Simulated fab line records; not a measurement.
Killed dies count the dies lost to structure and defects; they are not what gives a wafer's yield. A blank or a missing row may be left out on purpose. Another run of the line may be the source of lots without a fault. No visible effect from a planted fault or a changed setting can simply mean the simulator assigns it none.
fab line records | flow sky130
record: lots: 6 wafers: 18 last-day: 50
route steps=708 shown VT_ADJUST_PCH@151 SONOS_TUNNEL@154
lots that met no fault: from a run of the same line without faults
start-h: hours from the record's first day to the start of the lot's first wafer shown | wait-h: how many hours have passed since the lot's step before this one | " same as the row above | L1.1+2: a row that stands for several wafers | - no value, or no start given | * or withheld: withheld | < > ~ a bound
route shown NAME@n: names a module that has steps shown in the file, with the first one's number in the route | usual: mean and standard deviation over wafers with no fault | same: alike in all rows | chamber/n: place in a boat | sites: each site's reading | _std_site: the values' standard deviation | _edge_site: outer sites' mean less inner sites' | radius-mm: for every site, how far away it sits from the centre of the wafer | mask NAME#n: copy n | behind: tool/chamber where the wafer was last shaped | hold: what put the lot on hold/how long, in hours/how the hold closed | device: names the non-switching transistor (n, p or np) | end of line: the same wafers' tests at the end of the route | a step with no rows: only its recipe | killed: not the wafer's yield, but the dies lost to structure and defects at the first sort | map: per-die view of a wafer (x killed, . not killed, _ where there is no die)
set.NAME: setting as actually run; set.NAME@STEP: the setting as run at that earlier step | model.NAME: the simulator's own value behind a step, which no gauge read
a table for each step, a row for each wafer; lots at some steps of the route
services: the hour from which a tool's chamber was out of use, counted from the record's first day as start-h (under 0 if before that day), plus the number of hours and why
== steps ==
step: SKY_VT_ADJUST_PCH_IMPLANT_08
recipe: species: B energy-kev: 10 dose-cm2: 5e+11 tilt-deg: withheld
step: SKY_VT_ADJUST_PCH_STRIP_09
recipe: chemistry: O2/N2 power-w: 1400 pressure-mtorr: 1500 platen-temp-c: withheld o2-flow-sccm: 3000 n2-flow-sccm: 300 overash-fraction: 0.5
usual: drypump-motor-current-A: 5.8/0.47 oes-product-au: 0.722/0.0042 strip-time-to-endpoint-s: 36.94/0.11
columns lot.wafer tool chamber start-h wait-h drypump-motor-current-A oes-product-au rf-hours-counter-h strip-time-to-endpoint-s
L555.2 plasma-asher-02 1 245.00 0.1 5.5 0.721 11 36.92
L555.4 " 0 " " 5.9 0.728 - 37.00
L555.5 " 1 " " 5.5 0.717 - 37.02
L556.2 plasma-asher-04 0 249.73 0.1 6.6 0.724 44 37.04
L556.4 " 0 " " 6.6 0.723 - 37.02
L556.6 " 0 " " 6.6 0.724 - 36.94
L557.1 plasma-asher-01 0 256.88 0.1 4.9 0.717 58 36.89
L557.5 " 1 " " 6.3 0.718 - 37.02
L557.6 " 0 " " 4.9 0.730 - 36.93
L567.1 plasma-asher-01 0 336.33 0.1 4.9 0.726 67 36.97
L567.4 " 1 " " 6.2 0.719 - 36.99
L567.5 " 0 " " 4.9 0.723 - 37.14
L572.1 plasma-asher-02 0 382.80 0.1 5.9 0.726 25 37.00
L572.2 " 1 " " 5.5 0.723 25 37.01
L572.4 " 1 " " 5.5 0.722 - 37.03
L573.2 plasma-asher-01 1 389.95 0.1 6.3 0.719 72 37.02
L573.4 " 0 " " 4.9 0.724 - 37.09
L573.5 " 1 " " 6.3 0.718 - 37.11
step: SKY_VT_ADJUST_PCH_TW_MEAS_10
usual: VT_ADJUST_PCH_TW: 143.1/2
columns lot.wafer tool chamber start-h wait-h VT_ADJUST_PCH_TW
L555.2 film-metro-04 - 245.11 0.1 144.3
L555.4 " - " " 145.0
L555.5 " - " " 144.8
L556.2 film-metro-04 - 249.84 0.1 144.3
L556.4 " - " " 144.5
L556.6 " - " " 144.2
L557.1 film-metro-01 - 256.98 0.1 140.8
L557.5 " - " " 141.3
L557.6 " - " " 140.8
L567.1 film-metro-03 - 336.43 0.1 145.6
L567.4 " - " " 144.4
L567.5 " - " " 144.5
L572.1 film-metro-03 - 382.90 0.1 144.2
L572.2 " - " " 144.4
L572.4 " - " " 144.5
L573.2 film-metro-01 - 390.06 0.1 140.0
L573.4 " - " " 138.8
L573.5 " - " " 139.7
step: SKY_SONOS_TUNNEL_DEHYDRATE_00
recipe: temp-c: 200 time-s: 60
step: SKY_SONOS_TUNNEL_HMDS_01
recipe: prime-time-s: 60 prime-temp-c: 120
step: SKY_SONOS_TUNNEL_COAT_02
recipe: resist: NOVOLAK spin-rpm: 3000 resist-thk-nm: 1140
step: SKY_SONOS_TUNNEL_SOFTBAKE_03
recipe: temp-c: 90 time-s: 60 resist: NOVOLAK
step: SKY_SONOS_TUNNEL_EXPOSE_04
recipe: mask-id: TUNM na: 0.6 source-shape: conventional sigma-outer: 0.6 polarization: unpolarized target-cd-nm: 410 dose-mj: 136
step: SKY_SONOS_TUNNEL_PEB_05
recipe: temp-c: withheld time-s: * resist: NOVOLAK
step: SKY_SONOS_TUNNEL_DEVELOP_06
recipe: resist: NOVOLAK developer: TMAH develop-time-s: 60 dev-temp-c: 23
step: SKY_SONOS_TUNNEL_CD_MEAS_07
recipe: target-cd-nm: 410
usual: cd-nm: 409.8/2.2
columns lot.wafer tool chamber start-h wait-h cd-nm
L555.2 cd-sem-02 - 269.54 0.1 411.1
L555.4 " - " " 409.1
L555.5 " - " " 409.3
L556.2 cd-sem-01 - 273.92 0.1 406.8
L556.4 " - " " 408.4
L556.6 " - " " 407.7
L557.1 cd-sem-01 - 281.30 0.1 408.9
L557.5 " - " " 410.3
L557.6 " - " " 407.1
L567.1 cd-sem-01 - 362.44 0.1 408.5
L567.4 " - " " 406.6
L567.5 " - " " 406.0
L572.1 cd-sem-01 - 412.09 0.1 410.7
L572.2 " - " " 410.0
L572.4 " - " " 412.1
L573.2 cd-sem-02 - 419.89 0.1 408.5
L573.4 " - " " 407.2
L573.5 " - " " 407.3
step: SKY_SONOS_TUNNEL_OVL_MEAS_08
usual: SONOS_TUNNEL_OVL: -0.1/1.7
columns lot.wafer tool chamber start-h wait-h SONOS_TUNNEL_OVL[nm]
L555.2 overlay-01 - 269.64 0.1 0.7
L555.4 " - " " -0.5
L555.5 " - " " 0.0
L556.2 overlay-02 - 274.02 0.1 -1.3
L556.4 " - " " -2.5
L556.6 " - " " -0.4
L557.1 overlay-02 - 281.42 0.1 0.8
L557.5 " - " " 1.2
L557.6 " - " " -0.1
L567.1 overlay-01 - 362.56 0.1 -1.6
L567.4 " - " " -1.2
L567.5 " - " " -1.2
L572.1 overlay-01 - 412.21 0.1 1.9
L572.2 " - " " 0.2
L572.4 " - " " 0.8
L573.2 overlay-02 - 419.99 0.1 -1.9
L573.4 " - " " -3.5
L573.5 " - " " -2.1
step: SKY_SONOS_TUNNEL_IMPLANT_09
recipe: species: B energy-kev: 20 dose-cm2: 1e+12 tilt-deg: withheld
usual: beam-energy-keV: 20.001/0.0064 beam-on-s: 10.01/0.17 dose-ions-cm2: 9.998e+11/1.1e+09 faraday-current-uA: 5.64/0.097
columns lot.wafer tool chamber start-h wait-h beam-energy-keV beam-on-s dose-ions-cm2 faraday-current-uA
L555.2 implanter-02 0 269.70 0.0 19.999 10.21 1.0017e+12 5.54
L555.4 " 0 " " 19.989 9.96 9.994e+11 5.67
L555.5 " 0 " " 20.003 9.76 1.0005e+12 5.77
L556.2 implanter-02 - 274.08 0.0 - - - -
L556.4 " - " " - - - -
L556.6 " - " " - - - -
L557.1 implanter-01 - 281.45 0.0 - - - -
L557.5 " - " " - - - -
L557.6 " - " " - - - -
L567.1 implanter-02 0 362.59 0.0 19.997 10.13 9.996e+11 5.55
L567.4 " 0 " " 19.999 10.13 9.999e+11 5.61
L567.5 " 0 " " 19.993 9.82 1.0002e+12 5.72
L572.1 implanter-02 0 412.24 0.0 20.005 9.91 1.0007e+12 5.70
L572.2 " 0 " " 20.003 9.92 9.996e+11 5.70
L572.4 " 0 " " 20.014 9.80 1.0008e+12 5.74
L573.2 implanter-01 0 420.05 0.0 19.998 9.78 1.0002e+12 5.78
L573.4 " 0 " " 20.001 9.88 1.0008e+12 5.70
L573.5 " 0 " " 19.993 9.93 1.0003e+12 5.68
step: SKY_SONOS_TUNNEL_WET_ETCH_10
recipe: chemistry: dHF target-depth-nm: 14 target: SiO2 dilution: 100:1 temp-c: 25 time-s: 280
step: SKY_SONOS_TUNNEL_STRIP_11
recipe: chemistry: SPM time-s: 600 temp-c: 130
step: SKY_SONOS_TUNNEL_TW_MEAS_12
usual: SONOS_TUNNEL_TW: 196.7/2.4
columns lot.wafer tool chamber start-h wait-h SONOS_TUNNEL_TW
L555.2 film-metro-01 - 270.13 0.0 192.6
L555.4 " - " " 194.5
L555.5 " - " " 194.3
L556.2 film-metro-02 - 274.50 0.0 30.1
L556.4 " - " " 30.1
L556.6 " - " " 30.0
L557.1 film-metro-01 - 282.10 0.0 29.4
L557.5 " - " " 29.6
L557.6 " - " " 29.4
L567.1 film-metro-01 - 363.09 0.0 194.4
L567.4 " - " " 192.8
L567.5 " - " " 194.5
L572.1 film-metro-01 - 412.66 0.0 193.3
L572.2 " - " " 193.7
L572.4 " - " " 193.4
L573.2 film-metro-02 - 420.44 0.0 197.8
L573.4 " - " " 197.6
L573.5 " - " " 197.8
step: SKY_SONOS_TUNNEL_CLEAN_13
recipe: chemistry: dHF time-s: 20 dilution: 100:1 dry: ipa-marangoni
== services ==
columns tool chamber start-h hours kind
plasma-asher-01 - 271.65 1.9 repair
implanter-02 - 293.91 5.0 repair
plasma-asher-02 - 298.03 3.2 repair
implanter-01 - 299.16 11.1 repair
plasma-asher-04 - 309.79 17.7 repair
plasma-asher-01 - 311.27 0.5 repair
implanter-01 - 320.94 1.7 repair
implanter-02 - 330.54 1.4 repair
implanter-02 - 331.31 1.2 repair
implanter-02 - 332.39 1.3 repair
plasma-asher-02 - 350.67 2.8 repair
implanter-02 - 403.34 5.1 pm
== key ==
first-sign: step: SKY_SONOS_TUNNEL_IMPLANT_09 reading: tool-record direction: missing
effect: step: SKY_SONOS_TUNNEL_TW_MEAS_12 reading: SONOS_TUNNEL_TW direction: down sigmas: 68 usual: 196.7 struck: 29.8
met-at SKY_SONOS_TUNNEL_IMPLANT_09
struck-wafers L556.2,L556.4,L556.6,L557.1,L557.5,L557.6
later-rows-left-out L556.2,L556.4,L556.6,L557.1,L557.5,L557.6
sort-left-out L556.2,L556.4,L556.6,L557.1,L557.5,L557.6
tester-left-out L556,L557
onset-between 269.70 274.08
fault: kind: skipped-step-whole tool: implanter-01,implanter-02 chamber: - onset-h: 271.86 steps: SKY_SONOS_TUNNEL_IMPLANT_09 scope: struck-lots-only
tester-left-out: of these lots the tester's yield and bins aren't shown, on N5 and GAA mostly nor the transistor test; their killed dies are dies lost to structure and defects alone, not to doping, threshold or leakage, so they don't give the yield
sort-left-out: the simulated sort isn't trusted on such a fault, so these wafers' sort isn't shown, and their yield isn't known
later-rows-left-out: the simulator's readings of these wafers behind a module that went badly wrong aren't trusted and aren't shown, but for the sort
